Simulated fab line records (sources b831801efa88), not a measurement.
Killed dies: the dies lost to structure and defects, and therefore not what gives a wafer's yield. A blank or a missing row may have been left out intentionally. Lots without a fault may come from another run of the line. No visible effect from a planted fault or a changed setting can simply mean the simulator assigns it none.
Problem report, 8D (eight disciplines) form, completed by code	flow sfqLine	the parts of the form that need people (team, actions taken, sign-off) are left out

== 1. PROBLEM STATEMENT ==
Wafers free of any fault read 7.04 ohm/sq (standard deviation 0.09) for R5_MONX_RS at SFQ_R5_RS_MEAS_933, against a mean of 10.79 ohm/sq on 3 wafers of 3 lots. Relative to the usual mean, that is a shift of +42 standard deviations.
The step: measures by four-point-probe.
The first sign was on wafer L965.6 at day 51 08:55, on filmMetro-03. The record holds 44 wafers of 15 lots with a number at this step. Rule for "out", or "out of limits": more than 4 standard deviations from the usual mean. Any other wafer with a number is counted as sound.

== 2. WHAT THIS IS AND IS NOT ==
question	is	is not
which readings at this step	R5_MONX_RS	-
which lots	L965, L966, L969	L953, L955, L956, L957, L958, L959, L961, L962, L963, L972, L973, L975
which wafers of those lots	L965.6, L966.6, L969.3	L965.2, L965.5, L966.2, L966.4, L969.4
read on which gauges	filmMetro-01, filmMetro-03	filmMetro-04
when	from day 51 08:55	up to then (29 sound wafers); but 12 sound wafers of L966, L969, L972, L973, L975 came after

== 3. THE SUSPECTS, EACH WITH WHAT RULES IT OUT ==
Counting: a tool at a process step up to the reading stays a suspect if it ran every lot that is out. Sound lots after the first of them don't rule it out here, since some wafers of a struck lot are sound.
- ruled out: the gauge at SFQ_R5_RS_MEAS_933. 2 gauges (filmMetro-01, filmMetro-03) read the wafers that are out.
- pvdSputter-05 at SFQ_TRILAYER_R5_DEP_SPUTTER_133 (material MoNx, target thk 40 nm, time 66.7 s): kept. It processed each lot that is out (first: L965, day 51 08:49); up to then, its last sound lot is L962 (day 49 22:13).
After counting, what remains is pvdSputter-05 at SFQ_TRILAYER_R5_DEP_SPUTTER_133.

== 4. THE CAUSE (what the simulator had put in) ==
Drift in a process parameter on pvdSputter-05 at SFQ_TRILAYER_R5_DEP_SPUTTER_133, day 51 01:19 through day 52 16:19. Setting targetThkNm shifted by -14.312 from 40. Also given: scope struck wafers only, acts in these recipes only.
Only this tool survived the counting.

== 5. THE EFFECT CHAIN, in route order ==
Each row: a reading where the mean over the struck wafers with a number is more than 3 standard deviations away from the usual. Only readings whose record carries a usual standard deviation are examined. hours: median over the lots of the time between each lot's start at the first step of this table that gives one and its start at this step. sigmas: the change, counted in usual standard deviations.
hours	step	reading	usual	on struck wafers	change	sigmas
0	SFQ_R5_RS_MEAS_933	R5_MONX_RS	7.04 ohm/sq	10.79	+3.75	+42
0	SFQ_R5_THK_MEAS_934	R5_MONX_THK	40.7 nm	25.8	-14.9	-28

== 6. HOW IT WOULD HAVE BEEN CAUGHT EARLIER ==
8 hours passed between the start of the fault at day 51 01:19 and the first reading out of limits at a measuring or inspecting step in this record, taken at day 51 08:55.
No tool reading at SFQ_TRILAYER_R5_DEP_SPUTTER_133 that has a usual standard deviation in the record was out on any struck wafer, so an alarm limit of 4 standard deviations on those readings would not have fired.
Lots out: 3; of these, L966, L969 started SFQ_TRILAYER_R5_DEP_SPUTTER_133 on pvdSputter-05 after day 51 08:55. A hold on the tool at that time would have spared those 2.
